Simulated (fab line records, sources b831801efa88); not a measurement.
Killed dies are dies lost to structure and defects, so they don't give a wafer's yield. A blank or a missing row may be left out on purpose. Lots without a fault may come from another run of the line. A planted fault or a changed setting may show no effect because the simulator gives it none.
Which tool did it? | flow sky130 | 7 lots, 21 wafers sampled, at 2 steps of a route of 708

WHAT THE GAUGES READ, wafer by wafer
SKY_NWELL_RS_MEAS_31: measures by four-point-probe.
lot  | measured     | on            | PWDE_RS (ohm/sq)
L404 | day 6 00:40  | film_metro-03 | 5265 5245 5270
L407 | day 6 16:02  | film_metro-03 | 5276 5254 5259
L415 | day 8 09:58  | film_metro-01 | 5275 5292 5255
L418 | day 9 07:01  | film_metro-04 | 5345 5351 5341
L420 | day 9 13:04  | film_metro-03 | 5274 5261 5271
L422 | day 10 02:46 | film_metro-03 | 5263 5290 5263
L426 | day 11 06:34 | film_metro-03 | 5275 5277 5282

WHICH TOOL RAN EACH LOT (tool, then ch and the chambers of the sampled wafers, then the start)
lot  | SKY_PWDE_IMPLANT_08
L404 | implanter-02 ch 0, day 4 11:47
L407 | implanter-04 ch 0, day 5 02:46
L415 | implanter-02 ch 0, day 6 16:38
L418 | implanter-02 ch 0, day 7 12:37
L420 | implanter-04 ch 0, day 7 18:59
L422 | implanter-01 ch 0, day 8 07:05
L426 | implanter-01 ch 0, day 9 08:30
- SKY_PWDE_IMPLANT_08

THE ANSWER, worked out from the rows above alone
Rule: what is usual is taken from the lots themselves. Put in order of their means at a reading, lots are off if they are a third of the lots or fewer, leave a main group of 4 or more, and stand apart from it by a gap of 3 or more times the standard deviation of the main group's means; of several such gaps the widest counts. A main group whose means are all the same, to the digits that the tables above print for the reading, isn't used. A lot without any number at a reading at which 4 lots or more have one is off too. The other lots that the step has rows for count as sound.
Off: L418, at SKY_NWELL_RS_MEAS_31 (PWDE_RS). The main group: mean 5269 ohm/sq, standard deviation 6.2.
A tool fits if, at a process step before that reading, it ran every lot that is off, and no sound lot after the first of them. The gauges at SKY_NWELL_RS_MEAS_31 are tried like those tools. Can't be told from this: 2 tools fit, implanter-02 at SKY_PWDE_IMPLANT_08, film_metro-04 at SKY_NWELL_RS_MEAS_31.

WHAT THE SIMULATOR HAD PUT IN
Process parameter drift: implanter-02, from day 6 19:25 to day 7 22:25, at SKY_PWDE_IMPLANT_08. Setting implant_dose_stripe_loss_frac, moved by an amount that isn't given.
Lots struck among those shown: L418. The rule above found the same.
